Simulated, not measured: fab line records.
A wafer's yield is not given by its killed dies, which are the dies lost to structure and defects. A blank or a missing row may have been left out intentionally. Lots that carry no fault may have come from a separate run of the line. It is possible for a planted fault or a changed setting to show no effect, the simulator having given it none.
Lot-split experiment ; flow gf180mcu ; 23 wafers read from 5 lots, route of 602 steps

== THE SPLIT ==
At GF_VT_IMPLANT_COAT_35 (resist thk 1000 nm), the setting spin-rpm was moved away from the recipe's 3000 rpm on 10 of the 23 wafers read, by -6.2% to +6.2%. The other wafers ran this setting at the recipe's value.

The reading is taken at the split's own step.

== THE READING ==
NOVOLAK_of_VT_IMPLANT_COAT_35.thk-nm (the simulator's own value, which no gauge read), in nm, at GF_VT_IMPLANT_COAT_35 (resist thk 1000 nm). There is no usual value for it anywhere in the file. The 13 wafers here that ran the recipe average 1001.9 nm, standard deviation 2.3 nm.

wafer;tool, chamber at the split;spin-rpm as run, rpm;against the recipe;NOVOLAK_of_VT_IMPLANT_COAT_35.thk-nm, nm;against lot-mates on the recipe
L074.1;litho-track-01, 0;3187;+6.2%;969.4;-29.0
L074.2;litho-track-01, 0;3000;recipe;997.6;-
L074.3;litho-track-01, 0;3187;+6.2%;972.3;-26.1
L074.4;litho-track-01, 0;3000;recipe;999.1;-
L074.5;litho-track-01, 0;3187;+6.2%;972.6;-25.8
L076.2;litho-track-03, 0;3000;recipe;1005;-
L076.3;litho-track-03, 0;3000;recipe;1003;-
L076.6;litho-track-03, 0;3000;recipe;1001;-
L077.1;litho-track-01, 0;2813;-6.2%;1034;+31.5
L077.3;litho-track-01, 0;2813;-6.2%;1034;+31.5
L077.5;litho-track-01, 0;2813;-6.2%;1034;+31.5
L077.4;litho-track-01, 0;3000;recipe;1002;-
L077.6;litho-track-01, 0;3000;recipe;1003;-
L082.2;litho-track-02, 0;3000;recipe;1004;-
L082.5;litho-track-02, 0;3000;recipe;1004;-
L082.3;litho-track-02, 0;3000;recipe;1005;-
L082.4;litho-track-02, 0;2854;-4.9%;1032;+27.7
L082.6;litho-track-02, 0;2854;-4.9%;1032;+27.7
L084.1;litho-track-01, 0;3000;recipe;1001;-
L084.2;litho-track-01, 0;3121;+4.0%;984.6;-15.8
L084.3;litho-track-01, 0;3000;recipe;1002;-
L084.4;litho-track-01, 0;3121;+4.0%;981.1;-19.3
L084.5;litho-track-01, 0;3000;recipe;998.3;-

FIT RESULTS
A straight line over all 23 wafers: NOVOLAK_of_VT_IMPLANT_COAT_35.thk-nm changes by -5.16 nm for each +1% of spin-rpm; r = -0.99; the points scatter about the line by 2.5 nm.
The same after taking each lot's own level away (the mean of its wafers on the recipe; 23 wafers): -4.8 nm for each +1%; r = -0.99; scatter 1.9 nm.
That fit puts the effect of the largest move of spin-rpm on the reading at 30 nm.
From 998.35 to 1004.33 nm: that is the span of the lots' own levels, equal to 2.6 times the standard deviation above.
So the lot-to-lot level changes the slope little: the two slopes agree.
Check: for one of the wafers moved furthest among these (+6.2%), held out of the fit, the line's prediction against its lot-mates is -28.7 nm. Against them it came out at -29 nm.

== FURTHER SPLITS ON THESE WAFERS ==
These wafers also went through other splits before the reading. Each is held against what the fit with the lots' levels taken away leaves over:
other split on the same wafers;wafers away from the commonest value;r with NOVOLAK_of_VT_IMPLANT_COAT_35.thk-nm (lot level and that fit taken away)
GF_STI_CVD_03 pressure-mtorr;15;-0.01
GF_STI_OXIDATION_21 temp-c;10;-0.19
GF_LVPWELL_IMPLANT_08 energy-kev;9;-0.18
GF_MVPSD_COAT_02 resist-thk-nm;9;+0.05
GF_MVPSD_STRIP_10 pressure-mtorr;15;-0.01
GF_VT_IMPLANT_DEVELOP_17 dev-temp-c;10;+0.15
GF_VT_IMPLANT_IMPLANT_19 dose-cm2;8;+0.17
GF_VT_IMPLANT_IMPLANT_30 energy-kev;9;+0.16

== THE WHOLE CHAIN: every reading that the file lists as answering this split, in the file's order ==
step;what it does;reading;change (the file's fit);r (the file's)
GF_VT_IMPLANT_COAT_35;resist thk 1000 nm;NOVOLAK_of_VT_IMPLANT_COAT_35.thk-nm (the simulator's own value, which no gauge read);-4.87 nm for each +1% of the setting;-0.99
GF_VT_IMPLANT_STRIP_42;strips in O2/N2;strip-time-to-endpoint-s;withheld for each +1% of the setting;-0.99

== THE FILE'S OWN FIT ==
NOVOLAK_of_VT_IMPLANT_COAT_35.thk-nm changes by -4.87 nm for each +1% of spin-rpm, r = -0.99.
